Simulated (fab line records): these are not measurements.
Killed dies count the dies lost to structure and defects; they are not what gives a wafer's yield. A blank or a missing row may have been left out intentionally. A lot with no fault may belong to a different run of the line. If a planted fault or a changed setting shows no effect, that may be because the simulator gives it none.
Matching of chambers	flow gf180mcu	3 sister chambers for GF_V5_CVD_02 on pecvd-01
The step deposits SiO2 from TEOS, target thk 1450 nm, time 163.28 s. 6 wafers are shown with their chamber, then 12 later ones without.

== EACH WAFER AND ITS CHAMBER ==
wafer	chamber	heater_power_w (W)	susceptor_temp_C (C)
L086.5	2	514	400.24
L089.2	1	617	400.01
L089.4	2	499	399.96
L088.2	0	544	399.86
L088.3	1	635	399.67
L088.5	0	614	399.88

== WAFERS MISSING THEIR CHAMBER ==
wafer	heater_power_w (W)	susceptor_temp_C (C)
L090.1	618	400.33
L090.4	497	400.22
L090.5	503	400.10
L091.1	647	399.98
L091.2	569	399.79
L091.5	611	399.41
L092.2	527	399.91
L092.4	508	399.66
L092.5	611	400.00
L095.1	534	400.36
L095.4	598	400.04
L095.5	532	399.77

== EACH ONE'S CHAMBER ==
wafer	from the rows above	in truth
L090.1	can't be placed: 1 or 0 or 2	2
L090.4	2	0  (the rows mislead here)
L090.5	2	2
L091.1	can't be placed: 1 or 0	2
L091.2	can't be placed: 0 or 1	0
L091.5	can't be placed: 1 or 0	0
L092.2	can't be placed: 2 or 0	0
L092.4	can't be placed: 2 or 0 or 1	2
L092.5	can't be placed: 1 or 0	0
L095.1	can't be placed: 2 or 0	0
L095.4	can't be placed: 0 or 1 or 2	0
L095.5	can't be placed: 0 or 2 or 1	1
Correct placement for 1 of the 12. These rows do not allow placing 10 (true chamber among the candidates in 9). 1 placed wrongly.
How it was worked out, from the rows above alone: a wafer's distance from a chamber is the root of the sum, over the readings, of the square of ((its reading less the chamber's mean) divided by the reading's scatter). The wafer belongs to the nearest chamber; if the next one is less than 2 further off, it can't be placed. For every chamber, the mean is computed from those of its wafers that are shown. The scatter is the square root of a quotient: the sum, over the shown wafers, of each reading's squared deviation from its chamber's mean, divided by wafers minus chambers.
